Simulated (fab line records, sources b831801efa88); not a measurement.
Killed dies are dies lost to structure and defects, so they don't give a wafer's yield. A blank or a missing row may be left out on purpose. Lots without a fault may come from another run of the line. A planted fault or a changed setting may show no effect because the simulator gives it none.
Which tool did it? | flow sky130 | 24 lots, 72 wafers sampled, at 6 steps of a route of 708

WHAT THE GAUGES READ, wafer by wafer
SKY_CAPM_OVL_MEAS_12. Usual: CAPM_OVL -1.0 nm, standard deviation 1.5.
lot  | measured     | on         | CAPM_OVL (nm)  | flag
L074 | day 38 06:47 | overlay-01 | -0.6 -2.4 -2.9 |
L075 | day 38 18:59 | overlay-01 | -1.8 -1.8 -1.8 |
L076 | day 38 23:50 | overlay-02 | -1.9 -1.5 -0.4 |
L077 | day 39 05:12 | overlay-01 | 0.6 0.7 1.2    |
L078 | day 40 00:38 | overlay-02 | -3.7 -3.8 -2.1 |
L079 | day 40 06:05 | overlay-01 | 1.7 -1.1 -0.6  |
L080 | day 40 10:32 | overlay-01 | -1.3 -0.1 -1.4 |
L081 | day 40 13:56 | overlay-01 | -0.7 -0.9 -0.4 |
L082 | day 41 05:14 | overlay-02 | -0.3 2.2 -0.7  |
L083 | day 41 07:14 | overlay-01 | -0.6 -0.9 -1.2 |
L084 | day 41 09:23 | overlay-02 | -2.5 -2.6 -0.6 |
L085 | day 41 12:54 | overlay-01 | -3.4 -2.4 -4.1 |
L086 | day 42 01:25 | overlay-02 | 1.3 -0.9 -1.0  |
L088 | day 42 09:26 | overlay-01 | -1.3 -2.0 -1.9 |
L087 | day 42 11:02 | overlay-02 | -2.6 -1.8 -1.8 |
L089 | day 42 11:21 | overlay-01 | -1.6 -2.1 -1.4 |
L090 | day 42 19:29 | overlay-01 | -0.8 -1.6 -1.6 |
L091 | day 43 00:23 | overlay-02 | 1.5 0.3 -0.8   |
L092 | day 43 07:45 | overlay-02 | -3.6 -3.3 -3.1 |
L093 | day 43 14:14 | overlay-01 | -2.8 -4.1 -3.9 |
L094 | day 43 17:36 | overlay-02 | -0.9 -1.4 -0.1 |
L095 | day 43 23:00 | overlay-01 | 0.2 -0.4 -0.3  |
L096 | day 44 08:41 | overlay-01 | 0.0 -0.3 0.0   |
L097 | day 44 18:10 | overlay-02 | 2.0 1.7 1.3    |

SKY_VIA3_THK_MEAS_01. Usual: VIA3_HDPCVD_THK 1623 nm, standard deviation 16.
lot  | measured     | on            | VIA3_HDPCVD_THK (nm) | flag
L074 | day 39 10:40 | film_metro-04 | 1615 1628 1620       |
L075 | day 39 22:35 | film_metro-04 | 1644 1597 1646       |
L076 | day 40 02:49 | film_metro-03 | 1636 1625 1615       |
L077 | day 40 08:29 | film_metro-04 | 1609 1642 1630       |
L078 | day 41 04:00 | film_metro-03 | 1631 1635 1629       |
L079 | day 41 09:26 | film_metro-02 | 1606 1595 1627       |
L080 | day 41 13:44 | film_metro-04 | 1595 1618 1613       |
L081 | day 41 16:44 | film_metro-04 | 1611 1622 1606       |
L082 | day 42 08:07 | film_metro-04 | 1619 1634 1627       |
L083 | day 42 10:04 | film_metro-03 | 1624 1626 1644       |
L084 | day 42 12:01 | film_metro-04 | 1629 1609 1616       |
L085 | day 42 15:41 | film_metro-04 | 1625 1631 1615       |
L086 | day 43 04:04 | film_metro-04 | 1616 1619 1642       |
L088 | day 43 11:41 | film_metro-04 | 1593 1624 1590       |
L087 | day 43 13:10 | film_metro-03 | 1606 1601 1621       |
L089 | day 43 14:29 | film_metro-04 | 1621 1643 1646       |
L090 | day 43 21:15 | film_metro-02 | 1656 1635 1655       |
L091 | day 44 01:25 | film_metro-02 | 1628 1646 1624       |
L092 | day 44 09:51 | film_metro-03 | 1613 1617 1618       |
L093 | day 44 15:59 | film_metro-03 | 1597 1599 1616       |
L094 | day 44 19:14 | film_metro-03 | 1638 1610 1613       |
L095 | day 45 00:16 | film_metro-02 | 1602 1606 1611       |
L096 | day 45 09:33 | film_metro-04 | 1640 1646 1630       |
L097 | day 45 18:59 | film_metro-02 | 1617 1625 1642       |

WHICH TOOL RAN EACH LOT (tool, then ch and the chambers of the sampled wafers, then the start)
lot  | SKY_VIA1_CMP_24               | SKY_METAL2_SPUTTER_03        | SKY_METAL2_DESCUM_17              | SKY_METAL3_METAL_ETCH_18
L074 | cmp-01 ch 0,1,2, day 34 19:00 | pvd_sputter-03, day 34 19:16 | rie_metal-02 ch 0,1, day 35 21:49 | rie_metal-04 ch 0,1, day 39 09:39
L075 | cmp-01 ch 0,2, day 35 07:58   | pvd_sputter-02, day 35 08:17 | rie_metal-03 ch 0, day 36 10:56   | rie_metal-03 ch 0,1, day 39 21:39
L076 | cmp-01 ch 0,2,3, day 35 11:31 | pvd_sputter-02, day 35 11:47 | rie_metal-04 ch 0,1, day 36 15:51 | rie_metal-04 ch 0,1, day 40 01:52
L077 | cmp-01 ch 2,3, day 35 17:25   | pvd_sputter-01, day 35 17:44 | rie_metal-03 ch 0,1, day 36 20:52 | rie_metal-01 ch 1, day 40 07:28
L078 | cmp-01 ch 0,2, day 36 14:19   | pvd_sputter-02, day 36 14:38 | rie_metal-04 ch 0,1, day 37 17:58 | rie_metal-03 ch 0,1, day 41 03:04
L079 | cmp-02 ch 1,2,3, day 36 19:06 | pvd_sputter-02, day 36 19:22 | rie_metal-04 ch 0,1, day 37 22:34 | rie_metal-03 ch 0, day 41 08:19
L080 | cmp-02 ch 0,1, day 37 01:41   | pvd_sputter-02, day 37 02:01 | rie_metal-03 ch 0,1, day 38 04:34 | rie_metal-03 ch 0, day 41 12:38
L081 | cmp-01 ch 1,2, day 37 04:28   | pvd_sputter-02, day 37 04:50 | rie_metal-02 ch 0, day 38 07:43   | rie_metal-01 ch 1, day 41 15:37
L082 | cmp-01 ch 0,1,3, day 37 20:37 | pvd_sputter-01, day 37 20:53 | rie_metal-03 ch 0,1, day 38 23:11 | rie_metal-03 ch 0,1, day 42 07:08
L083 | cmp-02 ch 0,2, day 37 21:55   | pvd_sputter-02, day 37 22:14 | rie_metal-04 ch 0,1, day 39 00:47 | rie_metal-03 ch 0,1, day 42 09:05
L084 | cmp-02 ch 0,1,3, day 38 00:37 | pvd_sputter-03, day 38 00:59 | rie_metal-02 ch 0,1, day 39 03:35 | rie_metal-03 ch 0,1, day 42 10:44
L085 | cmp-02 ch 0,3, day 38 05:19   | pvd_sputter-01, day 38 05:41 | rie_metal-04 ch 0,1, day 39 07:49 | rie_metal-03 ch 0,1, day 42 14:44
L086 | cmp-01 ch 2,3, day 38 19:16   | pvd_sputter-01, day 38 19:38 | rie_metal-04 ch 0,1, day 39 21:13 | rie_metal-04 ch 0,1, day 43 03:08
L088 | cmp-02 ch 1,2,3, day 39 01:44 | pvd_sputter-03, day 39 02:04 | rie_metal-02 ch 0,1, day 40 04:08 | rie_metal-04 ch 0,1, day 43 10:45
L087 | cmp-01 ch 0,3, day 39 04:39   | pvd_sputter-01, day 39 04:58 | rie_metal-03 ch 0,1, day 40 06:38 | rie_metal-04 ch 0,1, day 43 11:52
L089 | cmp-01 ch 0,1, day 39 04:54   | pvd_sputter-02, day 39 05:16 | rie_metal-02 ch 0,1, day 40 06:52 | rie_metal-01 ch 1, day 43 13:04
L090 | cmp-02 ch 0,2, day 39 13:48   | pvd_sputter-01, day 39 14:07 | rie_metal-02 ch 0,1, day 40 15:07 | rie_metal-04 ch 0,1, day 43 20:18
L091 | cmp-01 ch 0,1,2, day 39 18:21 | pvd_sputter-01, day 39 18:40 | rie_metal-02 ch 1, day 40 20:33   | rie_metal-03 ch 0,1, day 44 00:25
L092 | cmp-01 ch 0,2,3, day 40 02:29 | pvd_sputter-02, day 40 02:46 | rie_metal-02 ch 0,1, day 41 03:47 | rie_metal-04 ch 0,1, day 44 08:28
L093 | cmp-02 ch 0,1,2, day 40 08:25 | pvd_sputter-03, day 40 08:47 | rie_metal-02 ch 0,1, day 41 10:11 | rie_metal-03 ch 0,1, day 44 14:57
L094 | cmp-02 ch 1,2,3, day 40 12:05 | pvd_sputter-03, day 40 12:28 | rie_metal-04 ch 1, day 41 14:29   | rie_metal-03 ch 0, day 44 18:10
L095 | cmp-01 ch 0,2, day 40 19:52   | pvd_sputter-01, day 40 20:14 | rie_metal-03 ch 0, day 41 21:36   | rie_metal-01 ch 1, day 44 23:14
L096 | cmp-02 ch 0,1,3, day 41 03:34 | pvd_sputter-02, day 41 03:53 | rie_metal-02 ch 0,1, day 42 04:33 | rie_metal-03 ch 0,1, day 45 08:36
L097 | cmp-01 ch 1,2,3, day 41 13:49 | pvd_sputter-01, day 41 14:02 | rie_metal-04 ch 0,1, day 42 15:05 | rie_metal-01 ch 1, day 45 18:01
- SKY_VIA1_CMP_24: polishes, stops on SiO2, t overpolish 15 s, target thk 0 nm.
- SKY_METAL2_SPUTTER_03: material Ti, target thk 5 nm, time 3.3 s.
- SKY_METAL2_DESCUM_17: chemistry O2, time 8 s.
- SKY_METAL3_METAL_ETCH_18: etches the open film in Cl2/BCl3, stops on SiO2, target depth 845 nm, time 183.1 s.

WHAT THE TOOLS THEMSELVES READ (means of the sampled wafers that have a number; where no wafer has one, the mark that the record gives instead)
SKY_VIA1_CMP_24. Usual: motor_current_A 10.7 A, standard deviation 0.59; overpolish_run_s 15.001 s, standard deviation 0.0087; slurry_flow_ml_min 150.0, standard deviation 0.43; time_to_endpoint_s 64.4 s, standard deviation 2.9.
lot  | tool   | motor_current_A (A) | overpolish_run_s (s) | slurry_flow_ml_min | time_to_endpoint_s (s) | flag
L074 | cmp-01 | 10.5                | 15.004               | 149.9              | 65.5                   |
L075 | cmp-01 | 10.5                | 15.007               | 150.0              | 65.1                   |
L076 | cmp-01 | 10.7                | 14.999               | 150.0              | 64.2                   |
L077 | cmp-01 | 10.9                | 15.008               | 149.9              | 59.3                   |
L078 | cmp-01 | 10.4                | 15.014               | 149.8              | 64.6                   |
L079 | cmp-02 | 11.3                | 15.007               | 149.9              | 64.3                   |
L080 | cmp-02 | 10.7                | 15.010               | 150.2              | 65.2                   |
L081 | cmp-01 | 10.5                | 14.993               | 150.2              | 66.5                   |
L082 | cmp-01 | 10.3                | 15.001               | 149.7              | 65.9                   |
L083 | cmp-02 | 11.2                | 14.993               | 150.4              | 63.2                   |
L084 | cmp-02 | 11.1                | 15.000               | 150.2              | 64.5                   |
L085 | cmp-02 | 11.5                | 15.005               | 149.8              | 60.3                   |
L086 | cmp-01 | 10.8                | 14.998               | 150.1              | 62.1                   |
L088 | cmp-02 | 11.2                | 15.003               | 149.9              | 59.7                   |
L087 | cmp-01 | 10.2                | 15.003               | 149.8              | 68.2                   |
L089 | cmp-01 | 10.0                | 14.991               | 150.1              | 66.6                   |
L090 | cmp-02 | 11.1                | 15.001               | 149.9              | 64.2                   |
L091 | cmp-01 | 10.3                | 15.000               | 149.8              | 65.6                   |
L092 | cmp-01 | 10.4                | 14.996               | 149.8              | 65.9                   |
L093 | cmp-02 | 11.1                | 14.999               | 149.8              | 66.0                   |
L094 | cmp-02 | 10.7                | 15.001               | 150.5              | 64.5                   |
L095 | cmp-01 | 10.0                | 14.997               | 150.0              | 61.5                   |
L096 | cmp-02 | 11.1                | 14.996               | 150.3              | 69.0                   |
L097 | cmp-01 | 10.6                | 14.997               | 150.2              | 61.4                   |

SKY_METAL2_SPUTTER_03. Usual: throttle_valve_pct 29.5 %, standard deviation 1.
lot  | tool           | throttle_valve_pct (%) | flag
L074 | pvd_sputter-03 | 29.0                   |
L075 | pvd_sputter-02 | 29.9                   |
L076 | pvd_sputter-02 | 30.0                   |
L077 | pvd_sputter-01 | 29.7                   |
L078 | pvd_sputter-02 | 30.5                   |
L079 | pvd_sputter-02 | 29.9                   |
L080 | pvd_sputter-02 | 30.5                   |
L081 | pvd_sputter-02 | 29.9                   |
L082 | pvd_sputter-01 | 30.3                   |
L083 | pvd_sputter-02 | 30.3                   |
L084 | pvd_sputter-03 | 29.3                   |
L085 | pvd_sputter-01 | 30.3                   |
L086 | pvd_sputter-01 | 29.4                   |
L088 | pvd_sputter-03 | 29.3                   |
L087 | pvd_sputter-01 | 28.7                   |
L089 | pvd_sputter-02 | 30.2                   |
L090 | pvd_sputter-01 | 29.3                   |
L091 | pvd_sputter-01 | 28.6                   |
L092 | pvd_sputter-02 | 30.5                   |
L093 | pvd_sputter-03 | 29.1                   |
L094 | pvd_sputter-03 | 29.6                   |
L095 | pvd_sputter-01 | 28.5                   |
L096 | pvd_sputter-02 | 30.2                   |
L097 | pvd_sputter-01 | 28.7                   |

SKY_METAL2_DESCUM_17. Usual: chamber_pressure_mTorr 10.000 mTorr, standard deviation 0.0091; drypump_motor_current_A 6.06 A, standard deviation 0.29; oes_product_au 0.997 a.u., standard deviation 0.011.
lot  | tool         | chamber_pressure_mTorr (mTorr) | drypump_motor_current_A (A) | oes_product_au (a.u.) | flag
L074 | rie_metal-02 | 9.992                          | 5.98                        | 1.004                 |
L075 | rie_metal-03 | 9.989                          | 6.16                        | 0.985                 |
L076 | rie_metal-04 | 9.999                          | 6.23                        | 0.986                 |
L077 | rie_metal-03 | 10.006                         | 5.95                        | 0.998                 |
L078 | rie_metal-04 | 10.009                         | 6.22                        | 0.997                 |
L079 | rie_metal-04 | 9.999                          | 6.24                        | 0.995                 |
L080 | rie_metal-03 | 10.008                         | 6.05                        | 0.994                 |
L081 | rie_metal-02 | 9.999                          | 5.89                        | 0.999                 |
L082 | rie_metal-03 | 9.999                          | 5.92                        | 0.995                 |
L083 | rie_metal-04 | 10.000                         | 6.22                        | 0.992                 |
L084 | rie_metal-02 | 9.999                          | 6.13                        | 1.007                 |
L085 | rie_metal-04 | 9.993                          | 5.94                        | 0.998                 |
L086 | rie_metal-04 | 10.003                         | 6.23                        | 0.992                 |
L088 | rie_metal-02 | 10.001                         | 6.13                        | 1.008                 |
L087 | rie_metal-03 | 10.006                         | 5.91                        | 1.003                 |
L089 | rie_metal-02 | 9.995                          | 6.00                        | 1.000                 |
L090 | rie_metal-02 | 9.992                          | 6.00                        | 1.009                 |
L091 | rie_metal-02 | 9.992                          | 6.24                        | 1.009                 |
L092 | rie_metal-02 | 9.998                          | 6.14                        | 1.010                 |
L093 | rie_metal-02 | 10.000                         | 6.11                        | 1.009                 |
L094 | rie_metal-04 | 10.005                         | 6.50                        | 0.992                 |
L095 | rie_metal-03 | 10.009                         | 6.14                        | 0.982                 |
L096 | rie_metal-02 | 9.994                          | 5.99                        | 1.009                 |
L097 | rie_metal-04 | 9.994                          | 6.22                        | 0.985                 |

SKY_METAL3_METAL_ETCH_18. Usual: chamber_pressure_mTorr 10.000 mTorr, standard deviation 0.0089; drypump_motor_current_A 5.8 A, standard deviation 0.55; oes_product_au 0.864 a.u., standard deviation 0.0071; throttle_valve_pct 22.265 %, standard deviation 0.0084.
lot  | tool         | chamber_pressure_mTorr (mTorr) | drypump_motor_current_A (A) | oes_product_au (a.u.) | throttle_valve_pct (%) | flag
L074 | rie_metal-04 | 10.004                         | 6.2                         | 0.873                 | 22.269                 |
L075 | rie_metal-03 | 9.995                          | 5.9                         | 0.871                 | 22.264                 |
L076 | rie_metal-04 | 10.000                         | 5.9                         | 0.861                 | 22.263                 |
L077 | rie_metal-01 | 10.003                         | 4.8                         | 0.868                 | 22.262                 |
L078 | rie_metal-03 | 9.992                          | 5.9                         | 0.850                 | 22.259                 |
L079 | rie_metal-03 | 9.993                          | 6.2                         | 0.865                 | 22.266                 |
L080 | rie_metal-03 | 9.993                          | 6.2                         | 0.867                 | 22.274                 |
L081 | rie_metal-01 | 10.004                         | 4.8                         | 0.870                 | 22.256                 |
L082 | rie_metal-03 | 9.998                          | 6.0                         | 0.862                 | 22.261                 |
L083 | rie_metal-03 | 9.993                          | 5.9                         | 0.867                 | 22.263                 |
L084 | rie_metal-03 | 10.004                         | 6.0                         | 0.870                 | 22.256                 |
L085 | rie_metal-03 | 9.999                          | 6.0                         | 0.867                 | 22.258                 |
L086 | rie_metal-04 | 9.994                          | 6.0                         | 0.872                 | 22.272                 |
L088 | rie_metal-04 | 9.994                          | 6.0                         | 0.858                 | 22.266                 |
L087 | rie_metal-04 | 9.996                          | 6.2                         | 0.868                 | 22.266                 |
L089 | rie_metal-01 | 10.004                         | 4.9                         | 0.862                 | 22.261                 |
L090 | rie_metal-04 | 9.997                          | 6.2                         | 0.865                 | 22.260                 |
L091 | rie_metal-03 | 9.997                          | 5.9                         | 0.859                 | 22.264                 |
L092 | rie_metal-04 | 10.010                         | 6.2                         | 0.862                 | 22.273                 |
L093 | rie_metal-03 | 10.010                         | 6.1                         | 0.867                 | 22.258                 |
L094 | rie_metal-03 | 10.002                         | 6.1                         | 0.860                 | 22.274                 |
L095 | rie_metal-01 | 9.998                          | 4.8                         | 0.865                 | 22.265                 |
L096 | rie_metal-03 | 9.989                          | 6.1                         | 0.865                 | 22.259                 |
L097 | rie_metal-01 | 9.998                          | 4.8                         | 0.864                 | 22.268                 |

THE ANSWER, worked out from the rows above alone
Rule: a lot is off if the mean of its wafers that have a number lies more than 3 standard deviations from the usual mean. A lot without any number at a reading at which 4 lots or more have one is off too. The other lots that the step has rows for count as sound. The gauges are gone through in route order, then the tools' own readings, and for those a lot's mean is taken as printed above. The first step at which some lot is off is used, and at that step the reading that is off furthest; a lot without a number counts as furthest.
No lot is off at any reading shown: from this, nothing can be told.

WHAT THE SIMULATOR HAD PUT IN
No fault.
